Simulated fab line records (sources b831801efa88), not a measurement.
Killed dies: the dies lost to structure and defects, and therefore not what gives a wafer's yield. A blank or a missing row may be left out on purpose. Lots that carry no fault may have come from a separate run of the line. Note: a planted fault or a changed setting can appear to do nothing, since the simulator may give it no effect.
Struck lot and sound lot, side by side	flow sky130	36 steps out of a route of 708
Sound: the wafers L911.3, L911.4, L911.6. Wafers struck: L914.1, L914.5, L914.6. The cause comes at the end.
Order at every step that has rows: each side's tool, ch and its chambers, its first start. Under that, the readings that differ: sound wafers	struck wafers	difference of the means	sigmas: that difference in standard deviations of wafers without a fault.
alike: readings with means less than 2 such deviations apart, plus words and numbers identical on both sides. not compared: withheld readings, readings lacking a value on some wafer, bounds such as >300 that could conceal the same value, and numbers that have no deviation in the record and whose values overlap.
Wherever a step has rows on one side only, a row that says differs or no value, or a row with sigmas, the two part there. Numbers that have no deviation but don't overlap get no sigmas and don't part them. A reading that every wafer of one side lacks parts them only if that side has two wafers or more.

first, 9 steps without rows for these wafers: SKY_CAPM_SPUTTER_02 (material TiN, target thk 200 nm, time 166.7 s); SKY_CAPM_DEHYDRATE_05 (time 60 s); SKY_CAPM_HMDS_06 (prime time 60 s); SKY_CAPM_COAT_07 (resist thk 1140 nm); SKY_CAPM_SOFTBAKE_08 (time 60 s); SKY_CAPM_EXPOSE_09 (exposes mask CAPM, target cd 1000 nm); SKY_CAPM_PEB_10; SKY_CAPM_DEVELOP_11 (develop time 60 s); SKY_CAPM_METAL_ETCH_13 (etches TiN in Cl2/BCl3, stops on SiO2, target depth 220 nm, time 62.9 s).
SKY_CAPM_STRIP_14: strips in O2/N2.
  sound on plasma-asher-02 ch 0,1, day 40 21:31; struck on plasma-asher-02 ch 0,1, day 42 03:35
  alike: drypump-motor-current-A, oes-product-au, strip-time-to-endpoint-s
  not compared: rf-hours-counter-h
then, 25 steps without rows for these wafers: SKY_CAPM_STRIP_15 (strips in post etch residue remover, time 1200 s); SKY_CAPM_CLEAN_16 (cleans in IPA, time 180 s); SKY_CAPM_CLEAN_17 (cleans in O3/DIW); SKY_METAL3_DEHYDRATE_05 (time 60 s); SKY_METAL3_HMDS_06 (prime time 60 s); SKY_METAL3_COAT_07 (resist thk 60 nm); SKY_METAL3_COAT_08 (resist thk 1140 nm); SKY_METAL3_SOFTBAKE_09 (time 90 s); SKY_METAL3_EXPOSE_10 (exposes mask MM3, target cd 300 nm); SKY_METAL3_PEB_11; SKY_METAL3_DEVELOP_12 (develop time 60 s); SKY_METAL3_DESCUM_15 (chemistry O2, time 8 s); SKY_METAL3_ETCH_16 (etches BARC in N2/H2, stops on SiO2, time 88.2 s, target depth 60 nm); SKY_METAL3_ETCH_17 (etches SiO2 in C4F8/O2/Ar, stops on TiN, time 3.9 s, target depth 15 nm); SKY_METAL3_METAL_ETCH_18 (etches the open film in Cl2/BCl3, stops on SiO2, target depth 845 nm, time 183.1 s); SKY_METAL3_STRIP_19 (strips in O2/N2); SKY_METAL3_STRIP_20 (strips in post etch residue remover, time 1200 s); SKY_METAL3_CLEAN_21 (cleans in IPA, time 180 s); SKY_METAL3_CLEAN_22 (cleans in O3/DIW); SKY_VIA3_HDPCVD_00 (deposits SiO2, target thk 1635 nm, time 272.5 s); SKY_VIA3_CMP_02 (polishes SiO2); SKY_VIA3_DEHYDRATE_04 (time 60 s); SKY_VIA3_HMDS_05 (prime time 60 s); SKY_VIA3_COAT_06 (resist thk 60 nm); SKY_VIA3_COAT_07 (resist thk 450 nm).
-- the record jumps here: 7 days lie between the struck wafers' starts before and after (it left off in module VIA3 and takes up again in module PAD_OPEN, whose first step shown is number 708 of the route) --
SKY_PAD_OPEN_PROBE_99:
  struck on prober-01, day 49 12:38; sound on prober-01, day 48 15:31
reading	sound	struck	difference	sigmas
defect-limited-yield (%)	81.1 80.7 81.9	74.6 72.2 73.6	-7.8	-4
killed-at-other	0 1 0	54 48 47	+49	+76
killed-dies	93 95 89	125 137 130	+38	+4
sort_bin_3_pad_short (%)	1.2 1.2 0.6	2.6 3.3 1.6	+1.5	+4
sort_bin_5_function (%)	10.6 11.2 10.8	15.4 16.9 17.5	+5.7	+4
sort-n-pass	399 397 403	367 355 362	-38	-4
sort-yield-pct (%)	81.1 80.7 81.9	74.6 72.2 73.6	-7.8	-4
model.etest.tester.sort-n-pass	399 397 403	367 355 362	-38	
model.etest.tester.sort-yield-pct (%)	81.1 80.69 81.91	74.59 72.15 73.58	-7.79	
model.etest.tester.sort_bin_5_pct (%)	10.57 11.18 10.77	15.45 16.87 17.48	+5.76	
model.etest.tester.sort_bin_3_pct (%)	1.22 1.22 0.6098	2.642 3.252 1.626	+1.490	
  alike: killed_at_M0_to_M3, killed_at_M4_up, killed-at-contacts, killed-at-front-end, killed-open, killed-short, sort_bin_6_memory

== WHERE THEY PART ==
At SKY_PAD_OPEN_PROBE_99 and nowhere else, as far as this record goes.

WHY: whatever the simulator had introduced
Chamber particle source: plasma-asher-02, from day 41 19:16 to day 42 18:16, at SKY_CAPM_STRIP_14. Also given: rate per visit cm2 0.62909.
